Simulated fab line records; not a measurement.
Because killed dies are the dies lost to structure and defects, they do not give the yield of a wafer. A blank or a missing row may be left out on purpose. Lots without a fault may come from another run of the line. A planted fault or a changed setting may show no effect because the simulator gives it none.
The tool behind it: which one?	flow gf180mcu	11 lots, 33 wafers sampled, at 6 steps of a route of 602

WHAT THE GAUGES SHOWED, per wafer
GF_STI_THK_MEAS_02.
lot	measured	on	STI_OXIDATION_THK (nm)
L138	day 1 11:31	film_metro-03	9.53 9.58 9.55
L139	day 1 16:31	film_metro-03	9.66 9.72 9.80
L140	day 1 23:11	film_metro-03	9.45 9.47 9.58
L141	day 2 02:36	film_metro-03	9.53 9.59 9.65
L143	day 2 12:31	film_metro-04	9.87 9.75 9.98
L146	day 3 03:31	film_metro-04	9.44 9.52 9.45
L147	day 3 08:31	film_metro-03	9.83 9.85 9.71
L148	day 3 13:31	film_metro-02	9.57 9.56 9.62
L151	day 4 04:32	film_metro-02	9.52 9.48 9.59
L152	day 4 09:31	film_metro-03	9.68 9.60 9.47
L160	day 6 01:31	film_metro-02	10.01 10.01 9.97

GF_STI_THK_MEAS_04.
lot	measured	on	STI_CVD_03_THK (nm)
L138	day 1 13:34	film_metro-02	209.6 208.2 208.1
L139	day 1 18:34	film_metro-03	208.5 206.7 208.9
L140	day 2 02:14	film_metro-04	203.8 204.5 204.4
L141	day 2 05:38	film_metro-03	206.6 208.6 205.6
L143	day 2 14:34	film_metro-03	212.9 214.1 211.5
L146	day 3 06:10	film_metro-03	208.3 208.1 209.1
L147	day 3 10:34	film_metro-03	206.8 208.2 205.8
L148	day 3 15:34	film_metro-04	209.5 210.1 206.3
L151	day 4 07:34	film_metro-02	202.4 201.8 202.8
L152	day 4 11:44	film_metro-02	165.5 164.4 166.3
L160	day 6 03:34	film_metro-02	205.9 206.1 205.2

GF_VT_IMPLANT_OVL_MEAS_40.
lot	measured	on	VT_IMPLANT_03_OVL (nm)
L138	day 7 12:11	overlay-01	0.3 0.2 -0.7
L139	day 7 17:01	overlay-02	-0.6 -2.0 -0.4
L140	day 8 06:22	overlay-02	2.7 1.5 1.9
L141	day 8 09:59	overlay-02	0.2 1.9 1.3
L143	day 8 22:35	overlay-01	-1.2 -1.2 0.1
L146	day 9 18:41	overlay-02	-0.8 1.6 0.0
L147	day 10 01:49	overlay-01	-0.5 -0.6 -0.2
L148	day 10 07:57	overlay-02	0.1 -0.8 0.3
L151	day 11 07:59	overlay-02	1.8 1.0 0.9
L152	day 11 13:55	overlay-02	1.2 0.1 -0.4
L160	day 13 17:49	overlay-01	-1.1 -2.1 -1.4

WHICH TOOL RAN EACH LOT (tool, then ch and the chambers of the sampled wafers, then the start)
lot	GF_STI_CVD_03	GF_STI_ETCH_13	GF_VT_IMPLANT_STRIP_09
L138	lpcvd-01 ch 1, day 1 11:34	rie_diel-02 ch 0,2,3, day 2 01:14	plasma_asher-03 ch 0,1, day 5 15:16
L139	lpcvd-01 ch 1, day 1 16:34	rie_diel-04 ch 0,3, day 2 06:11	plasma_asher-03 ch 0,1, day 5 19:33
L140	lpcvd-01 ch 1, day 1 23:14	rie_diel-04 ch 0,1, day 2 14:41	plasma_asher-02 ch 0,1, day 6 06:57
L141	lpcvd-01 ch 1, day 2 02:39	rie_diel-02 ch 0,2, day 2 17:39	plasma_asher-01 ch 0, day 6 10:32
L143	lpcvd-02 ch 0, day 2 12:34	rie_diel-02 ch 0,2,3, day 3 03:20	plasma_asher-03 ch 0,1, day 6 21:59
L146	lpcvd-02 ch 0, day 3 04:10	rie_diel-02 ch 0,3, day 3 18:59	plasma_asher-03 ch 0,1, day 7 16:11
L147	lpcvd-02 ch 0, day 3 08:34	rie_diel-04 ch 1,3, day 3 23:44	plasma_asher-02 ch 0,1, day 7 23:05
L148	lpcvd-02 ch 1, day 3 13:34	rie_diel-04 ch 0,1, day 4 05:11	plasma_asher-03 ch 0,1, day 8 04:32
L151	lpcvd-01 ch 0, day 4 04:34	rie_diel-03 ch 1,2,3, day 4 20:47	plasma_asher-01 ch 0,1, day 9 02:11
L152	lpcvd-02 ch 0, day 4 09:46	rie_diel-04 ch 0,1, day 5 00:56	plasma_asher-01 ch 0,1, day 9 07:29
L160	lpcvd-01 ch 1, day 6 01:34	rie_diel-04 ch 0,1,3, day 6 19:03	plasma_asher-03 ch 0,1, day 11 06:35
- GF_STI_CVD_03: deposits Si3N4 from DCS/NH3, target thk 207.16 nm, time 3551 s.
- GF_STI_ETCH_13: etches the open film in CHF3/O2, stops on Si, target depth 282.31 nm, time 112.9 s.
- GF_VT_IMPLANT_STRIP_09: strips in O2/N2.

AS READ BY THE TOOLS THEMSELVES (means over the sampled wafers that have a number; for cases with no such wafer, the mark the record gives instead)
GF_STI_CVD_03.
lot	tool	spike_tc_bottom_C (C)	susceptor_temp_C (C)
L138	lpcvd-01	786.8	770.1
L139	lpcvd-01	785.9	770.1
L140	lpcvd-01	786.3	769.4
L141	lpcvd-01	785.7	769.7
L143	lpcvd-02	785.9	769.8
L146	lpcvd-02	786.2	769.7
L147	lpcvd-02	786.4	770.2
L148	lpcvd-02	790.7	770.2
L151	lpcvd-01	787.1	770.2
L152	lpcvd-02	786.6	-
L160	lpcvd-01	785.0	769.8

GF_STI_ETCH_13.
lot	tool	drypump_motor_current_A (A)	oes_product_au (a.u.)	throttle_valve_pct (%)
L138	rie_diel-02	6.1	0.832	8.817
L139	rie_diel-04	5.8	0.834	8.805
L140	rie_diel-04	5.8	0.830	8.813
L141	rie_diel-02	5.8	0.826	8.809
L143	rie_diel-02	6.1	0.846	8.812
L146	rie_diel-02	6.5	0.836	8.813
L147	rie_diel-04	5.8	0.833	8.808
L148	rie_diel-04	5.9	0.835	8.810
L151	rie_diel-03	5.7	0.823	8.802
L152	rie_diel-04	5.9	0.740	8.790
L160	rie_diel-04	5.8	0.828	8.807

GF_VT_IMPLANT_STRIP_09.
lot	tool	drypump_motor_current_A (A)	heater_power_w (W)	n2_flow_sccm (sccm)	oes_product_au (a.u.)	strip_time_to_endpoint_s (s)
L138	plasma_asher-03	5.8	352	300.1	0.719	12.63
L139	plasma_asher-03	5.6	340	300.6	0.713	12.58
L140	plasma_asher-02	5.3	304	299.1	0.718	12.63
L141	plasma_asher-01	5.8	305	298.6	0.712	12.58
L143	plasma_asher-03	5.5	344	299.7	0.719	12.65
L146	plasma_asher-03	5.8	345	299.4	0.713	12.67
L147	plasma_asher-02	5.3	304	299.8	0.714	12.66
L148	plasma_asher-03	5.6	343	299.4	0.714	12.62
L151	plasma_asher-01	5.8	328	299.0	0.716	12.60
L152	plasma_asher-01	5.8	328	299.5	0.716	12.62
L160	plasma_asher-03	5.8	352	299.5	0.713	12.61

THE ANSWER, worked out from the rows above alone
Rule: usual is defined by the lots themselves. The widest of any qualifying gaps counts: lots, ordered by their means at a reading, are off when they make up no more than a third of the lots, leave a main group of 4 or more, and stand apart from it by 3 or more times the standard deviation of that group's means. If all means in a main group match to the digits the tables above print for the reading, that group is not used. A lot without any number at a reading at which 4 lots or more have one is off too. Where the step has rows for the other lots, those lots are counted as sound. The gauges are gone through in route order, then the tools' own readings, and for those a lot's mean is taken as printed above. At the first step where some lot is off, the reading lying furthest off is the one used; lots without a number count as furthest.
Off: at GF_STI_THK_MEAS_04 (STI_CVD_03_THK), L152. Mean 207.3 nm and standard deviation 2.7 in the main group.
A tool fits if, at a process step before that reading, it ran every lot that is off, and no sound lot after the first of them. The gauges at GF_STI_THK_MEAS_04 aren't tried: what is off there is off at GF_STI_CVD_03 too, on other tools, and a gauge's error can't cause that. One fits: lpcvd-02 at GF_STI_CVD_03. Its last sound lot is L148 (day 3 13:34), its first lot that is off L152 (day 4 09:46): a fault that began between those two fits.
Blank at GF_STI_CVD_03 on the lots that are off, where sound lots have numbers: susceptor_temp_C.

WHAT WAS PUT IN BY THE SIMULATOR
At GF_STI_CVD_03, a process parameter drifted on lpcvd-02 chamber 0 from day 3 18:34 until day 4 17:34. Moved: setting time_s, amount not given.
Shown lots that were struck: L152. The rule given above showed the same thing.
